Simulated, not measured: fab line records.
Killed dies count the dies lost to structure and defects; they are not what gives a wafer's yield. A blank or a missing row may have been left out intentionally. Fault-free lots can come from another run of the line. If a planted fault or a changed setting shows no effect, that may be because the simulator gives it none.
Which tool did it? ; flow sfqLine ; 13 lots with 39 wafers sampled at 4 steps, on a route of 325 steps

== WHAT THE GAUGES SHOWED, per wafer ==
SFQ_I5_OVL_MEAS_936. Usual: I5_OVL 2 nm, standard deviation 5.9.
lot;measured;on;I5_OVL (nm);flag
L398;day 59 19:31;overlay-02;4 7 0;
L399;day 60 00:19;overlay-02;2 0 -3;
L400;day 60 06:19;overlay-02;-8 -13 -4;
L401;day 60 11:05;overlay-01;3 -2 1;
L402;day 60 14:41;overlay-01;3 6 5;
L403;day 60 17:05;overlay-01;6 9 0;
L404;day 60 19:29;overlay-02;7 7 -9;
L405;day 61 01:28;overlay-02;1 5 5;
L407;day 65 17:40;overlay-02;-2 3 -4;
L408;day 65 20:04;overlay-01;-6 0 -3;
L409;day 65 22:29;overlay-02;7 13 10;
L411;day 68 19:49;overlay-01;-3 1 0;
L419;day 70 17:16;overlay-02;1 3 6;

== WHAT TOOL EACH LOT RAN ON (gives the tool, then ch and the chambers of the sampled wafers, and finally the start) ==
lot;SFQ_TRILAYER_M4_STRIP_STRIP_097;SFQ_TRILAYER_I4_DEP_PECVD_099;SFQ_TRILAYER_R5_ETCH_METAL_ETCH_139
L398;rieMetal-04 ch 0,1, day 37 21:36;pecvd-03 ch 0,1,2, day 37 22:22;rieMetal-02 ch 0,1, day 55 10:21
L399;rieMetal-02 ch 0,1, day 38 10:47;pecvd-02 ch 1,2, day 38 11:33;rieMetal-04 ch 0,1, day 55 15:09
L400;rieMetal-04 ch 0,1, day 42 12:09;pecvd-03 ch 0,2, day 42 12:56;rieMetal-04 ch 0,1, day 55 18:45
L401;rieMetal-02 ch 0,1, day 42 13:33;pecvd-04 ch 0,2, day 42 14:08;rieMetal-02 ch 0,1, day 55 21:10
L402;rieMetal-03 ch 0,1, day 42 21:57;pecvd-04 ch 0,1,2, day 42 22:34;rieMetal-03 ch 0,1, day 56 04:35
L403;rieMetal-02 ch 0,1, day 43 00:09;pecvd-03 ch 0,2, day 43 00:56;rieMetal-04 ch 1, day 56 05:46
L404;rieMetal-03 ch 0,1, day 43 13:06;pecvd-04 ch 0,1,2, day 43 13:41;rieMetal-02 ch 0,1, day 56 06:59
L405;rieMetal-04 ch 0,1, day 45 07:41;pecvd-03 ch 0,1,2, day 45 08:27;rieMetal-03 ch 0, day 56 09:58
L407;rieMetal-03 ch 0, day 46 21:53;pecvd-02 ch 0,1,2, day 46 22:41;rieMetal-03 ch 0,1, day 59 14:19
L408;rieMetal-04 ch 0,1, day 46 23:05;pecvd-04 ch 1,2, day 46 23:52;rieMetal-03 ch 0,1, day 59 16:43
L409;rieMetal-04 ch 0,1, day 47 10:49;pecvd-03 ch 0,1,2, day 47 11:26;rieMetal-03 ch 0,1, day 59 23:54
L411;rieMetal-03 ch 0, day 52 03:50;pecvd-03 ch 1,2, day 52 05:00;rieMetal-03 ch 0,1, day 64 18:11
L419;rieMetal-02 ch 0, day 58 22:08;pecvd-04 ch 0,1, day 58 22:55;rieMetal-03 ch 0,1, day 67 08:57
- SFQ_TRILAYER_M4_STRIP_STRIP_097: strips in O2.
- SFQ_TRILAYER_I4_DEP_PECVD_099: deposits SiO2 from SiH4/N2O, time 111.11 s, target thk 500 nm.
- SFQ_TRILAYER_R5_ETCH_METAL_ETCH_139: etches the open film in Cl2, stops on SiO2, target depth 60 nm, time 40 s.

== AS READ BY THE TOOLS THEMSELVES (means over the sampled wafers that have a number; for cases with no such wafer, the mark the record gives instead) ==
SFQ_TRILAYER_M4_STRIP_STRIP_097. Usual: drypumpMotorCurrentA 5.8 A, standard deviation 0.63; oesProductAu 0.997 a.u., standard deviation 0.0075; platenTempC 39.99 C, standard deviation 0.11.
lot;tool;drypumpMotorCurrentA (A);oesProductAu (a.u.);platenTempC (C);flag
L398;rieMetal-04;5.4;0.996;40.04;
L399;rieMetal-02;5.2;1.006;39.97;
L400;rieMetal-04;5.8;0.992;40.01;
L401;rieMetal-02;5.6;0.998;39.95;
L402;rieMetal-03;6.4;0.998;39.79;
L403;rieMetal-02;5.6;1.000;39.93;
L404;rieMetal-03;6.4;0.997;40.08;
L405;rieMetal-04;5.8;0.991;39.91;
L407;rieMetal-03;6.3;0.987;40.01;
L408;rieMetal-04;5.4;0.999;40.09;
L409;rieMetal-04;5.4;1.003;40.00;
L411;rieMetal-03;6.3;0.988;40.02;
L419;rieMetal-02;4.8;1.007;39.80;

SFQ_TRILAYER_I4_DEP_PECVD_099. Usual: heaterPowerW 81 W, standard deviation 17; throttleValvePct 25.0 %, standard deviation 2.
lot;tool;heaterPowerW (W);throttleValvePct (%);flag
L398;pecvd-03;69;26.2;
L399;pecvd-02;88;24.0;
L400;pecvd-03;77;27.3;
L401;pecvd-04;77;22.8;
L402;pecvd-04;87;22.9;
L403;pecvd-03;62;25.7;
L404;pecvd-04;95;22.8;
L405;pecvd-03;71;26.3;
L407;pecvd-02;80;24.4;
L408;pecvd-04;109;23.2;
L409;pecvd-03;75;26.3;
L411;pecvd-03;80;28.0;
L419;pecvd-04;97;24.0;

SFQ_TRILAYER_R5_ETCH_METAL_ETCH_139. Usual: drypumpMotorCurrentA 5.9 A, standard deviation 0.63; oesProductAu 0.987 a.u., standard deviation 0.0059.
lot;tool;drypumpMotorCurrentA (A);oesProductAu (a.u.);flag
L398;rieMetal-02;5.2;0.992;
L399;rieMetal-04;5.4;0.987;
L400;rieMetal-04;5.8;0.989;
L401;rieMetal-02;5.2;0.987;
L402;rieMetal-03;6.3;0.993;
L403;rieMetal-04;5.0;0.988;
L404;rieMetal-02;5.6;0.984;
L405;rieMetal-03;6.3;0.996;
L407;rieMetal-03;6.4;0.984;
L408;rieMetal-03;6.4;0.983;
L409;rieMetal-03;6.4;0.983;
L411;rieMetal-03;6.4;0.986;
L419;rieMetal-03;6.4;0.909;OFF

== THE ANSWER, worked out from the rows above alone ==
Rule: a lot is off if the mean of its wafers that have a number lies more than 3 standard deviations from the usual mean. A lot without any number at a reading at which 4 lots or more have one is off too. All remaining lots with rows at the step are treated as sound. Order of review: gauges by route order, followed by the tools' own readings, for which a lot's mean as printed above is used. At the first step where some lot is off, the reading lying furthest off is the one used; lots without a number count as furthest.
Off at SFQ_TRILAYER_R5_ETCH_METAL_ETCH_139 (oesProductAu): L419.
If a tool, at that step or one of the process steps before it, ran each lot that is off and ran no sound lot following the first of them, it fits. Can't be told from this: 3 tools fit, rieMetal-02 at SFQ_TRILAYER_M4_STRIP_STRIP_097, pecvd-04 at SFQ_TRILAYER_I4_DEP_PECVD_099, rieMetal-03 at SFQ_TRILAYER_R5_ETCH_METAL_ETCH_139.

== WHAT THE SIMULATOR HAD PUT IN ==
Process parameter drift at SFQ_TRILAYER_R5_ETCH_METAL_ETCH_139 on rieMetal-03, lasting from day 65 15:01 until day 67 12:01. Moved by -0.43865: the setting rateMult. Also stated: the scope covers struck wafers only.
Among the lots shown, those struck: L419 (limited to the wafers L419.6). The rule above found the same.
